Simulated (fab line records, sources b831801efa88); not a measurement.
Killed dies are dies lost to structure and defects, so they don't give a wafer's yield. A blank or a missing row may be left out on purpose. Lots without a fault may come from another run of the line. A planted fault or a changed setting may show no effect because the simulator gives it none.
A struck lot beside a sound one | flow sky130 | 15 steps out of a route of 708
Sound: wafers L845.1, L845.3, L845.6. Struck: wafers L861.2, L861.3, L861.6. The cause comes at the end.
At each step with rows: each side's tool, then ch and its chambers, then its first start. Under that, the readings that differ: sound wafers | struck wafers | difference of the means | sigmas: that difference in standard deviations of wafers without a fault.
alike: readings whose means differ by less than 2 such deviations, and words and numbers that are the same on both sides. not compared: withheld readings, readings that some wafer has no value for, bounds like >300 that may hide the same value, and numbers for which the record gives no deviation and whose values overlap.
The two part at a step that has a row with sigmas, a row that says differs or no value, or rows on one side only. Numbers that don't overlap but have no deviation are shown without sigmas and don't part them. A reading that every wafer of one side lacks parts them only if that side has two wafers or more.

SKY_CAP2M_SPUTTER_02: material TiN, target thk 200 nm, time 166.7 s.
  sound on pvd_sputter-03, day 40 14:32; struck on pvd_sputter-02, day 44 21:11
  alike: throttle_valve_pct
SKY_CAP2M_RS_MEAS_03: measures by four-point-probe.
  sound on film_metro-03, day 40 14:38; struck on film_metro-04, day 44 21:19
  alike: CAP2M_TIN_RS
SKY_CAP2M_THK_MEAS_04: measures by xrf.
  sound on film_metro-03, day 40 14:46; struck on film_metro-04, day 44 21:25
  alike: CAP2M_TIN_THK
then, 7 steps without rows for these wafers: SKY_CAP2M_DEHYDRATE_05 (time 60 s); SKY_CAP2M_HMDS_06 (prime time 60 s); SKY_CAP2M_COAT_07 (resist thk 1140 nm); SKY_CAP2M_SOFTBAKE_08 (time 60 s); SKY_CAP2M_EXPOSE_09 (exposes mask CAP2M, target cd 1000 nm); SKY_CAP2M_PEB_10; SKY_CAP2M_DEVELOP_11 (develop time 60 s).
SKY_CAP2M_OVL_MEAS_12:
  sound on overlay-01, day 41 14:29; struck on overlay-02, day 45 17:56
  alike: CAP2M_OVL
SKY_CAP2M_METAL_ETCH_13: etches TiN in Cl2/BCl3, stops on SiO2, target depth 220 nm, time 62.9 s.
  sound on rie_metal-01 ch 0,1, day 41 14:31; struck on rie_metal-03 ch 0, day 45 17:58
  alike: drypump_motor_current_A, oes_product_au, throttle_valve_pct
  not compared: rf_hours_counter_h
SKY_CAP2M_STRIP_14: strips in O2/N2.
  sound on plasma_asher-03 ch 0,1, day 41 14:35; struck on plasma_asher-01 ch 0,1, day 45 18:02
  no value came back on the struck wafers for any of 5 readings (chamber_pressure_mTorr (mTorr), drypump_motor_current_A (A) and others); on the sound wafers chamber_pressure_mTorr (mTorr) reads 1499.0 1500.5 1498.4
  reading                                    | sound | struck            | difference | sigmas
  model.NOVOLAK_of_CAP2M_COAT_07.thk_nm (nm) | 0 0 0 | 990.3 993.7 992.3 | +992.1     |
  not compared: rf_hours_counter_h
then, 1 step without rows for these wafers: SKY_CAP2M_STRIP_15 (strips in post etch residue remover, time 1200 s).
-- the record jumps here: 4 days lie between the struck wafers' starts before and after (it left off in module CAP2M and takes up again in module PAD_OPEN, whose first step shown is number 708 of the route) --
SKY_PAD_OPEN_PROBE_99:
  the record has rows for the struck wafers here (prober-02, day 49 21:54) and none for the sound ones

WHERE THEY PART
First at SKY_CAP2M_STRIP_14; last, within this record, at SKY_PAD_OPEN_PROBE_99.

WHY: what the simulator had put in
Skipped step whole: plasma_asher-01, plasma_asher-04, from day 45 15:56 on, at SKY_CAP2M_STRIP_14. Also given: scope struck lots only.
